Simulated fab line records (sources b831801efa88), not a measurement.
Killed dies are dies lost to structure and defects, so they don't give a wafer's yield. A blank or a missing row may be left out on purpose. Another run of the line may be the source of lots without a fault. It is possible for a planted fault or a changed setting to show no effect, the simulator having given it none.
Problem report in the 8D (eight disciplines) form, filled by code ; flow sky130 ; the parts of the form that need people (team, actions taken, sign-off) are left out

1. THE PROBLEM
SKY_POLY_GATE_ETCH_17, bias_w: mean 118.37 W over 1 wafer from 1 lot; wafers with no fault: 99.98 W, standard deviation 0.26. Relative to the usual mean, that is a shift of +71 standard deviations.
The step: etches poly-Si in HBr/Cl2, stops on SiO2, target depth 180 nm, time 70.5 s.
First seen on wafer L366.5, day 23 21:34, on rie_si-01. The record has a number at this step for 33 wafers belonging to 11 lots. The rule behind "out" and "out of limits": a value lying over 4 standard deviations away from the usual mean. Any other wafer with a number is counted as sound.

2. WHAT IT IS, WHAT IT ISN'T
question;is;is not
which readings at this step;bias_w;HBr_flow_sccm, drypump_motor_current_A, oes_product_au, throttle_valve_pct
which lots;L366;L348, L351, L353, L354, L355, L356, L357, L358, L359, L364
which wafers of those lots;L366.5;L366.3, L366.4
read on which tools;rie_si-01;rie_si-02
when;from day 23 21:34;up to then (32 sound wafers)

3. WHAT RULES OUT EACH SUSPECT
Counting: if a tool at a process step up to the reading ran every lot that is out, it stays a suspect. Sound lots after the first of them don't rule it out here, since some wafers of a struck lot are sound.
- rie_si-01 at SKY_POLY_GATE_ETCH_17 (etches poly-Si in HBr/Cl2, stops on SiO2, target depth 180 nm, time 70.5 s): kept. It ran the lot that is out, L366 (day 23 21:34); its last sound lot up to then is L358 (day 21 00:52). Its own readings are out on those wafers: bias_w.
- Within rie_si-01 at SKY_POLY_GATE_ETCH_17: the wafers that are out ran in chamber 0; their sound lot-mates ran in chambers 2, 3.
After counting, what remains is rie_si-01 at SKY_POLY_GATE_ETCH_17.

4. THE CAUSE (what the simulator had put in)
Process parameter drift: rie_si-01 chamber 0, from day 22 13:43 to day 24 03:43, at SKY_POLY_GATE_ETCH_17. From 100, the setting bias_w moved by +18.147. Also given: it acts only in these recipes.
This tool alone remained once counting was done.

5. THE CHAIN OF EFFECTS, in route order
Each row: a reading whose mean over the struck wafers that have a number lies more than 3 standard deviations from the usual. Readings are gone through only where the record gives a usual standard deviation; hours: the median, over the lots, of the time from a lot's start at the first step in this table giving one to that lot's start at this step; sigmas: the change measured in usual standard deviations.
hours;step;reading;usual;on struck wafers;change;sigmas
0;SKY_POLY_GATE_ETCH_17;bias_w;99.98 W;118.37;+18.39;+71
Here are the process steps it includes:
- SKY_POLY_GATE_ETCH_17: etches poly-Si in HBr/Cl2, stops on SiO2, target depth 180 nm, time 70.5 s.
Later steps that measure or inspect, where all struck wafers having a row at the step show a number for every such reading and not one has moved that far: SKY_SD_N_TW_MEAS_12.

6. WHAT WOULD HAVE CAUGHT IT SOONER
First out-of-limits reading in this record: day 23 21:34, which is 32 hours after fault onset at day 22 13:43.
